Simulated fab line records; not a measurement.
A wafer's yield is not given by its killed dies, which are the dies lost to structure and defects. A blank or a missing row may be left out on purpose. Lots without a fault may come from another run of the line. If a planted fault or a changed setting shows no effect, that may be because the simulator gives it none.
The tool behind it: which one? + flow sky130 + 13 lots, 37 wafers sampled, at 5 steps of a route of 708

== WHAT THE GAUGES READ, wafer by wafer ==
SKY_CAPM_RS_MEAS_03: measures by four-point-probe. Usual: for CAPM_TIN_RS the level is 6.95 ohm/sq and the standard deviation is 0.084.
| lot  | measured     | on            | CAPM_TIN_RS (ohm/sq) | flag |
|------|--------------|---------------|----------------------|------|
| L791 | day 37 00:53 | film-metro-01 | 6.91 7.07 7.07       |      |
| L793 | day 37 08:13 | film-metro-01 | 6.89 6.88 6.93       |      |
| L792 | day 37 10:24 | film-metro-02 | 6.85 6.88 7.01       |      |
| L794 | day 37 13:53 | film-metro-02 | 6.98 7.00 6.99       |      |
| L796 | day 38 00:10 | film-metro-03 | 6.84 7.09 6.89       |      |
| L798 | day 38 13:54 | film-metro-03 | 6.94 6.88 7.00       |      |
| L799 | day 38 19:01 | film-metro-01 | 7.38                 | OFF  |
| L803 | day 40 01:44 | film-metro-01 | 6.97 7.03 6.99       |      |
| L807 | day 41 05:56 | film-metro-01 | 7.00 6.95 6.94       |      |
| L810 | day 41 22:29 | film-metro-03 | 6.97 6.85 6.95       |      |
| L811 | day 42 09:01 | film-metro-02 | 6.98 7.08 7.11       |      |
| L812 | day 42 16:00 | film-metro-01 | 7.02 6.96 6.92       |      |
| L814 | day 43 00:08 | film-metro-02 | 6.99 7.10 7.07       |      |

SKY_CAPM_THK_MEAS_04: measures by xrf. Usual: for CAPM_TIN_THK the level is 197.0 nm and the standard deviation is 2.6.
| lot  | measured     | on            | CAPM_TIN_THK (nm) | flag |
|------|--------------|---------------|-------------------|------|
| L791 | day 37 00:59 | film-metro-01 | 198.1 193.9 192.1 |      |
| L793 | day 37 08:20 | film-metro-01 | 198.3 198.8 197.2 |      |
| L792 | day 37 10:31 | film-metro-02 | 200.5 200.0 195.7 |      |
| L794 | day 37 13:59 | film-metro-02 | 196.9 196.3 196.6 |      |
| L796 | day 38 00:16 | film-metro-03 | 201.2 194.0 199.6 |      |
| L798 | day 38 14:01 | film-metro-03 | 197.5 200.5 196.0 |      |
| L799 | day 38 19:05 | film-metro-01 | 184.7             | OFF  |
| L803 | day 40 01:52 | film-metro-01 | 195.7 196.4 196.6 |      |
| L807 | day 41 06:03 | film-metro-01 | 195.1 195.8 196.2 |      |
| L810 | day 41 22:35 | film-metro-03 | 197.7 200.5 196.3 |      |
| L811 | day 42 09:07 | film-metro-02 | 196.4 194.1 192.9 |      |
| L812 | day 42 16:07 | film-metro-01 | 195.8 197.1 198.2 |      |
| L814 | day 43 00:16 | film-metro-02 | 196.4 192.1 192.8 |      |

== WHICH TOOL RAN EACH LOT (tool, then ch and the chambers of the sampled wafers, then the start) ==
| lot  | SKY_VIA2_ETCH_14                   | SKY_VIA2_ETCH_15                   | SKY_CAPM_SPUTTER_02          |
|------|------------------------------------|------------------------------------|------------------------------|
| L791 | rie-diel-01 ch 0,1,3, day 36 23:07 | rie-diel-01 ch 0,1,3, day 36 23:10 | pvd-sputter-01, day 37 00:44 |
| L793 | rie-diel-03 ch 0,2,3, day 37 06:29 | rie-diel-03 ch 0,2,3, day 37 06:32 | pvd-sputter-02, day 37 08:06 |
| L792 | rie-diel-03 ch 0,1,3, day 37 08:41 | rie-diel-03 ch 0,1,3, day 37 08:44 | pvd-sputter-04, day 37 10:17 |
| L794 | rie-diel-04 ch 0,2, day 37 12:07   | rie-diel-04 ch 0,2, day 37 12:10   | pvd-sputter-04, day 37 13:44 |
| L796 | rie-diel-01 ch 0,1, day 37 22:25   | rie-diel-01 ch 0,1, day 37 22:28   | pvd-sputter-01, day 38 00:01 |
| L798 | rie-diel-03 ch 1,2, day 38 12:10   | rie-diel-03 ch 1,2, day 38 12:13   | pvd-sputter-02, day 38 13:46 |
| L799 | rie-diel-03 ch 1, day 38 17:11     | rie-diel-03 ch 1, day 38 17:14     | pvd-sputter-01, day 38 18:52 |
| L803 | rie-diel-01 ch 0,2,3, day 40 00:01 | rie-diel-01 ch 0,2,3, day 40 00:04 | pvd-sputter-04, day 40 01:38 |
| L807 | rie-diel-03 ch 0,1, day 41 04:13   | rie-diel-03 ch 0,1, day 41 04:16   | pvd-sputter-02, day 41 05:49 |
| L810 | rie-diel-03 ch 0,1,2, day 41 20:20 | rie-diel-03 ch 0,1,2, day 41 20:23 | pvd-sputter-04, day 41 22:21 |
| L811 | rie-diel-03 ch 0,2,3, day 42 07:16 | rie-diel-03 ch 0,2,3, day 42 07:19 | pvd-sputter-04, day 42 08:53 |
| L812 | rie-diel-04 ch 2,3, day 42 14:16   | rie-diel-04 ch 2,3, day 42 14:19   | pvd-sputter-02, day 42 15:52 |
| L814 | rie-diel-01 ch 0,3, day 42 22:25   | rie-diel-01 ch 0,3, day 42 22:28   | pvd-sputter-04, day 43 00:02 |
- SKY_VIA2_ETCH_14: etches BARC in N2/H2, stops on SiO2, time 45.9 s, target depth 60 nm.
- SKY_VIA2_ETCH_15: etches SiO2 in C4F8/O2/Ar, stops on TiN, target depth 546 nm, time 84 s.
- SKY_CAPM_SPUTTER_02: material TiN, target thk 200 nm, time 166.7 s.

== WHAT THE TOOLS THEMSELVES READ (means of the sampled wafers that have a number; where no wafer has one, the mark that the record gives instead) ==
SKY_VIA2_ETCH_14. Usual: drypump-motor-current-A 5.5 A, standard deviation 0.44; oes-product-au 0.854 a.u., standard deviation 0.0048; throttle-valve-pct 13.225 %, standard deviation 0.01.
| lot  | tool        | drypump-motor-current-A (A) | oes-product-au (a.u.) | throttle-valve-pct (%) | flag |
|------|-------------|-----------------------------|-----------------------|------------------------|------|
| L791 | rie-diel-01 | 5.5                         | 0.854                 | 13.226                 |      |
| L793 | rie-diel-03 | 5.7                         | 0.855                 | 13.222                 |      |
| L792 | rie-diel-03 | 5.4                         | 0.855                 | 13.215                 |      |
| L794 | rie-diel-04 | 6.1                         | 0.848                 | 13.225                 |      |
| L796 | rie-diel-01 | 5.3                         | 0.851                 | 13.226                 |      |
| L798 | rie-diel-03 | 5.2                         | 0.855                 | 13.221                 |      |
| L799 | rie-diel-03 | 4.9                         | 0.856                 | 13.226                 |      |
| L803 | rie-diel-01 | 5.7                         | 0.857                 | 13.226                 |      |
| L807 | rie-diel-03 | 5.2                         | 0.858                 | 13.221                 |      |
| L810 | rie-diel-03 | 5.5                         | 0.857                 | 13.231                 |      |
| L811 | rie-diel-03 | 5.7                         | 0.859                 | 13.230                 |      |
| L812 | rie-diel-04 | 5.8                         | 0.853                 | 13.216                 |      |
| L814 | rie-diel-01 | 5.4                         | 0.853                 | 13.237                 |      |

SKY_VIA2_ETCH_15. Usual: oes-product-au at 0.939 a.u., with a standard deviation of 0.0046.
| lot  | tool        | oes-product-au (a.u.) | flag |
|------|-------------|-----------------------|------|
| L791 | rie-diel-01 | 0.943                 |      |
| L793 | rie-diel-03 | 0.939                 |      |
| L792 | rie-diel-03 | 0.940                 |      |
| L794 | rie-diel-04 | 0.936                 |      |
| L796 | rie-diel-01 | 0.937                 |      |
| L798 | rie-diel-03 | 0.942                 |      |
| L799 | rie-diel-03 | 0.942                 |      |
| L803 | rie-diel-01 | 0.940                 |      |
| L807 | rie-diel-03 | 0.939                 |      |
| L810 | rie-diel-03 | 0.944                 |      |
| L811 | rie-diel-03 | 0.936                 |      |
| L812 | rie-diel-04 | 0.939                 |      |
| L814 | rie-diel-01 | 0.937                 |      |

SKY_CAPM_SPUTTER_02. Usual: cathode-dc-power-W 6499.7 W, standard deviation 1.1; chamber-pressure-pa 0.4000 Pa, standard deviation 0.00076; throttle-valve-pct 30.1 %, standard deviation 1.1.
| lot  | tool           | cathode-dc-power-W (W) | chamber-pressure-pa (Pa) | throttle-valve-pct (%) | flag |
|------|----------------|------------------------|--------------------------|------------------------|------|
| L791 | pvd-sputter-01 | 6499.7                 | 0.4004                   | 29.5                   |      |
| L793 | pvd-sputter-02 | 6499.4                 | 0.4002                   | 30.0                   |      |
| L792 | pvd-sputter-04 | 6499.7                 | 0.3996                   | 30.0                   |      |
| L794 | pvd-sputter-04 | 6500.3                 | 0.3993                   | 29.8                   |      |
| L796 | pvd-sputter-01 | 6499.0                 | 0.4000                   | 30.5                   |      |
| L798 | pvd-sputter-02 | 6500.0                 | 0.4003                   | 30.5                   |      |
| L799 | pvd-sputter-01 | 6197.4                 | 0.3996                   | 29.3                   | OFF  |
| L803 | pvd-sputter-04 | 6500.5                 | 0.4005                   | 29.6                   |      |
| L807 | pvd-sputter-02 | 6499.3                 | 0.4005                   | 30.3                   |      |
| L810 | pvd-sputter-04 | 6498.6                 | 0.4006                   | 30.7                   |      |
| L811 | pvd-sputter-04 | 6500.3                 | 0.4005                   | 30.1                   |      |
| L812 | pvd-sputter-02 | 6499.8                 | 0.3995                   | 30.3                   |      |
| L814 | pvd-sputter-04 | 6500.8                 | 0.4001                   | 30.4                   |      |

== THE ANSWER, worked out from the rows above alone ==
Rule: lot off if the mean of its wafers having a number is beyond 3 standard deviations from the usual mean. Also off: a lot with no number at a reading for which 4 or more lots have one. Where the step has rows for the other lots, those lots are counted as sound. The gauges are gone through in route order, then the tools' own readings, and for those a lot's mean is taken as printed above. The first step at which some lot is off is used, and at that step the reading that is off furthest; a lot without a number counts as furthest.
Off: L799, at SKY_CAPM_RS_MEAS_03 (CAPM_TIN_RS).
A tool fits if, at a process step before that reading, it ran every lot that is off, and no sound lot after the first of them. The gauges at SKY_CAPM_RS_MEAS_03 aren't tried: what is off there is off at SKY_CAPM_SPUTTER_02 too, on other tools, and a gauge's error can't cause that. One fits: pvd-sputter-01 at SKY_CAPM_SPUTTER_02. Its last sound lot is L796 (day 38 00:01), its first lot that is off L799 (day 38 18:52): a fault that began between those two fits.
On the lots that are off, the tool's own readings at SKY_CAPM_SPUTTER_02 differ by more than 5 times the standard deviation of the sound lots' means, which bears it out; cathode-dc-power-W reads 6197.4 W there versus 6499.8 W on the sound lots.

== WHAT HAD BEEN PUT IN BY THE SIMULATOR ==
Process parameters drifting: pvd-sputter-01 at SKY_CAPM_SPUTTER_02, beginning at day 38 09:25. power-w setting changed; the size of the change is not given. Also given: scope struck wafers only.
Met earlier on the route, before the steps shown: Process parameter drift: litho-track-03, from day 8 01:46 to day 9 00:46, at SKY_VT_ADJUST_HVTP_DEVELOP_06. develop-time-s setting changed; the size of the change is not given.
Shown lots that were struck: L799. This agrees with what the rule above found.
